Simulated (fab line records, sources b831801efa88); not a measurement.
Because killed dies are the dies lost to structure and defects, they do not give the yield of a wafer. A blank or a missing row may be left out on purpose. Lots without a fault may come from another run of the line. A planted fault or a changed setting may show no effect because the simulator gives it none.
Problem report, 8D (eight disciplines) form, completed by code :: flow gf180mcu :: the parts of the form that need people (team, actions taken, sign-off) are left out

## 1. WHAT IS WRONG
Across 6 wafers from 2 lots, PSD_TW at GF_PSD_TW_MEAS_11 averages 3042, while fault-free wafers read 3170 with a standard deviation of 22. Relative to the usual mean, that is a shift of -5.8 standard deviations.
The first sign was on wafer L154.3 at day 18 18:08, on film metro-03. The record holds 36 wafers of 12 lots with a number at this step. Rule for "out" (also "out of limits"): further than 4 standard deviations from the usual mean. The other wafers with a number count as sound.

## 2. WHAT IT IS, WHAT IT ISN'T
question: which readings at this step
is: PSD_TW
is not: -

question: which lots
is: L154, L156
is not: L142, L143, L144, L145, L148, L155, L157, L162, L163, L164

question: which wafers of those lots
is: all that have a number
is not: -

question: read on which gauges
is: film metro-01, film metro-03
is not: film metro-02

question: when
is: from day 18 18:08
is not: up to then (15 sound wafers); but 15 sound wafers of L155, L157, L162, L163, L164 came after

## 3. SUSPECTS, AND WHAT RULES EACH OUT
Counting: a tool at a process step up to the reading stays a suspect if it ran every lot that is out and no sound lot after the first of them.
- ruled out: the gauge at GF_PSD_TW_MEAS_11. The wafers that are out were read on 2 gauges (film metro-01, film metro-03).
- implanter-01 at GF_PSD_IMPLANT_09: ruled out as a lasting fault. Sound lots L164 ran on it after its first lot that is out, L154 (day 18 17:55).
Left after counting: nothing in the record.

## 4. THE CAUSE (what the simulator had put in)
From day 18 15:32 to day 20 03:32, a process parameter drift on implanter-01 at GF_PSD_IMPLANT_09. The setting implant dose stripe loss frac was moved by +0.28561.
The count ruled it out by mistake, since the rule takes a fault to strike every lot its tool runs from the start of the fault on, and this one did not do so.

## 5. THE EFFECT CHAIN, in route order
One row per reading whose mean, taken over the struck wafers that have a number, lies over 3 standard deviations from the usual. Only readings whose record carries a usual standard deviation are examined. hours: median over the lots of the time between each lot's start at the first step of this table that gives one and its start at this step. sigmas: the change, counted in usual standard deviations.
hours: 0
step: GF_PSD_STRIP_10
reading: strip time to endpoint s
usual: 16.52 s
on struck wafers: 15.97
change: -0.54
sigmas: -14

hours: 0
step: GF_PSD_TW_MEAS_11
reading: PSD_TW
usual: 3170
on struck wafers: 3042
change: -128
sigmas: -5.8

hours: 0
step: GF_PSD_RS_MEAS_15
reading: PSD_RS
usual: 108.49 ohm/sq
on struck wafers: 117.00
change: +8.51
sigmas: +30
Here are the process steps it includes:
- GF_PSD_STRIP_10: strips in O2/N2.
Later steps that measure or inspect, where all struck wafers having a row at the step show a number for every such reading and not one has moved that far: GF_SAB_CD_MEAS_09.

## 6. HOW IT WOULD HAVE BEEN CAUGHT EARLIER
In this record the first reading out of limits at a measuring or inspecting step was taken at day 18 18:08, 3 hours after the fault began at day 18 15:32.
